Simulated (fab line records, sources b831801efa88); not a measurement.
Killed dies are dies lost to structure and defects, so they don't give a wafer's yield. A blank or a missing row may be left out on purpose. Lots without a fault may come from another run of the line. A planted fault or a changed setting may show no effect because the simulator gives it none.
Which tool did it? | flow gf180mcu | 13 lots, 39 wafers sampled, at 4 steps of a route of 602

WHAT THE GAUGES READ, wafer by wafer
GF_STI_THK_MEAS_02. Usual: STI_OXIDATION_THK 9.93 nm, standard deviation 0.21.
lot  | measured    | on            | STI_OXIDATION_THK (nm) | flag
L786 | day 1 22:23 | film_metro-03 | 10.09 9.75 9.88        |
L788 | day 2 07:48 | film_metro-02 | 9.80 9.91 9.96         |
L793 | day 3 08:31 | film_metro-01 | 9.55 9.54 9.50         |
L796 | day 3 23:31 | film_metro-03 | 10.28 10.31 10.39      |
L797 | day 4 04:31 | film_metro-02 | 9.98 9.96 9.94         |
L798 | day 4 10:07 | film_metro-02 | 10.05 9.86 10.11       |
L799 | day 4 14:31 | film_metro-01 | 9.91 9.84 9.87         |
L800 | day 4 19:32 | film_metro-02 | 9.99 10.00 9.68        |
L802 | day 5 05:32 | film_metro-03 | 9.84 9.82 9.83         |
L804 | day 5 15:31 | film_metro-01 | 9.92 10.06 10.26       |
L805 | day 5 20:57 | film_metro-01 | 9.67 9.80 9.63         |
L806 | day 6 01:31 | film_metro-02 | 9.75 9.87 9.73         |
L807 | day 6 06:31 | film_metro-03 | 10.04 10.14 10.29      |

GF_VT_IMPLANT_RS_MEAS_49: measures by four-point-probe. Usual: MVPSD_RS 1168.3 ohm/sq, standard deviation 2.6.
lot  | measured     | on            | MVPSD_RS (ohm/sq)    | flag
L786 | day 8 05:20  | film_metro-02 | 1167.1 1167.9 1170.2 |
L788 | day 8 16:11  | film_metro-01 | 1169.1 1168.5 1166.8 |
L793 | day 10 02:04 | film_metro-02 | 1165.8 1168.4 1167.6 |
L796 | day 11 00:58 | film_metro-01 | 1167.3 1166.7 1165.1 |
L797 | day 11 07:01 | film_metro-04 | 1169.1 1166.2 1166.8 |
L798 | day 11 13:03 | film_metro-04 | 1166.0 1163.0 1163.5 |
L799 | day 11 21:56 | film_metro-04 | 1170.6 1170.9 1170.7 |
L800 | day 12 03:53 | film_metro-02 | 1170.2 1169.4 1171.3 |
L802 | day 12 16:56 | film_metro-01 | 1166.0 1162.7 1159.4 |
L804 | day 13 04:16 | film_metro-02 | 1171.0 1169.2 1167.7 |
L805 | day 13 13:05 | film_metro-04 | 1166.3 1168.0 1169.7 |
L806 | day 13 17:00 | film_metro-02 | 1161.5 1164.2 1163.9 |
L807 | day 13 23:54 | film_metro-04 | 1172.4 1172.3 1170.5 |

WHICH TOOL RAN EACH LOT (tool, then ch and the chambers of the sampled wafers, then the start)
lot  | GF_DNWELL_EXPOSE_04                | GF_VT_IMPLANT_STRIP_20
L786 | iline_stepper-01 ch 0, day 3 00:20 | plasma_asher-01 ch 0,1, day 6 21:04
L788 | iline_stepper-02 ch 0, day 3 08:27 | plasma_asher-02 ch 0, day 7 05:54
L793 | iline_stepper-01 ch 0, day 4 10:29 | plasma_asher-02 ch 0,1, day 8 14:25
L796 | iline_stepper-02 ch 0, day 5 02:38 | plasma_asher-01 ch 0,1, day 9 12:30
L797 | iline_stepper-01 ch 0, day 5 09:02 | plasma_asher-02 ch 0,1, day 9 19:03
L798 | iline_stepper-02 ch 0, day 5 14:53 | plasma_asher-03 ch 0,1, day 10 00:52
L799 | iline_stepper-01 ch 0, day 5 20:30 | plasma_asher-02 ch 0,1, day 10 08:31
L800 | iline_stepper-01 ch 0, day 5 23:50 | plasma_asher-02 ch 0,1, day 10 14:48
L802 | iline_stepper-01 ch 0, day 6 10:55 | plasma_asher-03 ch 0,1, day 11 02:15
L804 | iline_stepper-01 ch 0, day 6 20:44 | plasma_asher-03 ch 0,1, day 11 12:02
L805 | iline_stepper-01 ch 0, day 7 02:25 | plasma_asher-02 ch 0,1, day 11 20:55
L806 | iline_stepper-02 ch 0, day 7 06:54 | plasma_asher-03 ch 0,1, day 12 00:43
L807 | iline_stepper-01 ch 0, day 7 12:46 | plasma_asher-03 ch 0,1, day 12 08:03
- GF_DNWELL_EXPOSE_04: exposes mask DNWELL, target cd 1700 nm.
- GF_VT_IMPLANT_STRIP_20: strips in O2/N2.

WHAT THE TOOLS THEMSELVES READ (means of the sampled wafers that have a number; where no wafer has one, the mark that the record gives instead)
GF_DNWELL_EXPOSE_04. Usual: reticle_temp_C 23.02 C, standard deviation 0.095.
lot  | tool             | reticle_temp_C (C) | flag
L786 | iline_stepper-01 | 22.99              |
L788 | iline_stepper-02 | 22.93              |
L793 | iline_stepper-01 | 23.07              |
L796 | iline_stepper-02 | 22.96              |
L797 | iline_stepper-01 | 23.10              |
L798 | iline_stepper-02 | 23.02              |
L799 | iline_stepper-01 | 23.03              |
L800 | iline_stepper-01 | 22.97              |
L802 | iline_stepper-01 | 23.04              |
L804 | iline_stepper-01 | 23.01              |
L805 | iline_stepper-01 | 22.99              |
L806 | iline_stepper-02 | 23.05              |
L807 | iline_stepper-01 | 23.10              |

GF_VT_IMPLANT_STRIP_20. Usual: drypump_motor_current_A 5.6 A, standard deviation 0.52; heater_power_w 351 W, standard deviation 29; oes_product_au 0.716 a.u., standard deviation 0.0045; strip_time_to_endpoint_s 12.63 s, standard deviation 0.037.
lot  | tool            | drypump_motor_current_A (A) | heater_power_w (W) | oes_product_au (a.u.) | strip_time_to_endpoint_s (s) | flag
L786 | plasma_asher-01 | 6.0                         | 364                | 0.720                 | 12.58                        |
L788 | plasma_asher-02 | 6.1                         | 392                | 0.716                 | 12.59                        |
L793 | plasma_asher-02 | 5.8                         | 373                | 0.713                 | 12.67                        |
L796 | plasma_asher-01 | 5.8                         | 355                | 0.716                 | 12.63                        |
L797 | plasma_asher-02 | 5.8                         | 376                | 0.712                 | 12.66                        |
L798 | plasma_asher-03 | 5.6                         | 327                | 0.710                 | 12.61                        |
L799 | plasma_asher-02 | 5.8                         | 373                | 0.716                 | 12.65                        |
L800 | plasma_asher-02 | 5.4                         | 356                | 0.712                 | 12.59                        |
L802 | plasma_asher-03 | 5.1                         | 312                | 0.722                 | 12.70                        |
L804 | plasma_asher-03 | 5.5                         | 324                | 0.717                 | 12.63                        |
L805 | plasma_asher-02 | 5.8                         | 377                | 0.719                 | 12.65                        |
L806 | plasma_asher-03 | 5.5                         | 330                | 0.711                 | 12.67                        |
L807 | plasma_asher-03 | 5.5                         | 331                | 0.716                 | 12.67                        |

THE ANSWER, worked out from the rows above alone
Rule: a lot is off if the mean of its wafers that have a number lies more than 3 standard deviations from the usual mean. A lot without any number at a reading at which 4 lots or more have one is off too. The other lots that the step has rows for count as sound. The gauges are gone through in route order, then the tools' own readings, and for those a lot's mean is taken as printed above. The first step at which some lot is off is used, and at that step the reading that is off furthest; a lot without a number counts as furthest.
No lot is off at any reading shown: from this, nothing can be told.

WHAT THE SIMULATOR HAD PUT IN
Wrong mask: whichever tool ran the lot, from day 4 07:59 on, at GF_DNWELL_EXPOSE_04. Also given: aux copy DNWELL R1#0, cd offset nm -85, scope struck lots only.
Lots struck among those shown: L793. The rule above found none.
